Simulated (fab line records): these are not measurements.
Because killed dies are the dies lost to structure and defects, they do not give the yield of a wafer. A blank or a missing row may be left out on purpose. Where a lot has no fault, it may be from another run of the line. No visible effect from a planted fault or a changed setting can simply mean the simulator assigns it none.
Problem report, 8D (eight disciplines) form, completed by code | flow sky130 | the parts of the form that need people (team, actions taken, sign-off) are left out

== 1. THE ISSUE ==
At SKY_CONTACT_COAT_08, spin-speed-rpm averages 2900.4 rpm over 6 wafers from 2 lots, while fault-free wafers read 2999.9 rpm, standard deviation 2. That is -50 standard deviations from the usual mean.
The step: resist thk 60 nm.
First observed at day 34 09:46: wafer L865.3, on litho-track-02. Wafers with a number at this step in the record: 18, from 6 lots. The rule behind "out" and "out of limits": a value lying over 4 standard deviations away from the usual mean. The other wafers with a number count as sound.

== 2. WHAT THIS IS AND IS NOT ==
question                    | is                     | is not
which readings at this step | spin-speed-rpm         | -
which lots                  | L865, L869             | L856, L858, L874, L876
which wafers of those lots  | all that have a number | -
read on which tools         | litho-track-02         | litho-track-01, litho-track-03
when                        | from day 34 09:46      | up to then (6 sound wafers); but 6 sound wafers of L874, L876 came after

== 3. WHAT RULES OUT EACH SUSPECT ==
Counting: a tool at any process step up to the reading remains a suspect when it ran all the lots that are out and ran no sound lot after the first of those.
- litho-track-02 at SKY_CONTACT_COAT_08 (resist thk 60 nm): kept. Every lot that is out went through it, starting with L865 (day 34 09:46), and after that it ran no sound lot; the last sound lot it ran before then is L856 (day 30 21:25). Its own spin-speed-rpm readings are out on those wafers.
Remaining after the count: litho-track-02 at SKY_CONTACT_COAT_08.

== 4. THE CAUSE (what the simulator had put in) ==
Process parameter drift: litho-track-02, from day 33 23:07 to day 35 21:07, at SKY_CONTACT_COAT_08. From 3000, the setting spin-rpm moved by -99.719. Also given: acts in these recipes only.
This tool alone remained once counting was done.

== 5. THE EFFECT CHAIN, in route order ==
Each row: a reading where the mean over the struck wafers with a number is more than 3 standard deviations away from the usual. Only readings whose record carries a usual standard deviation are examined. hours: median over the lots of the time between each lot's start at the first step of this table that gives one and its start at this step. sigmas: the change, counted in usual standard deviations.
hours | step                | reading        | usual      | on struck wafers | change | sigmas
0     | SKY_CONTACT_COAT_08 | spin-speed-rpm | 2999.9 rpm | 2900.4           | -99.5  | -50
The process steps in it:
- SKY_CONTACT_COAT_08: resist thk 60 nm.
At these later measuring or inspecting steps, every struck wafer for which the step has a row has a number for every such reading, and none has moved that far: SKY_CONTACT_CD_MEAS_14, SKY_CONTACT_OVL_MEAS_15.

== 6. HOW IT WOULD HAVE BEEN CAUGHT EARLIER ==
In this record no reading fell out of limits until day 34 09:46, 11 hours after the fault had begun at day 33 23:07.
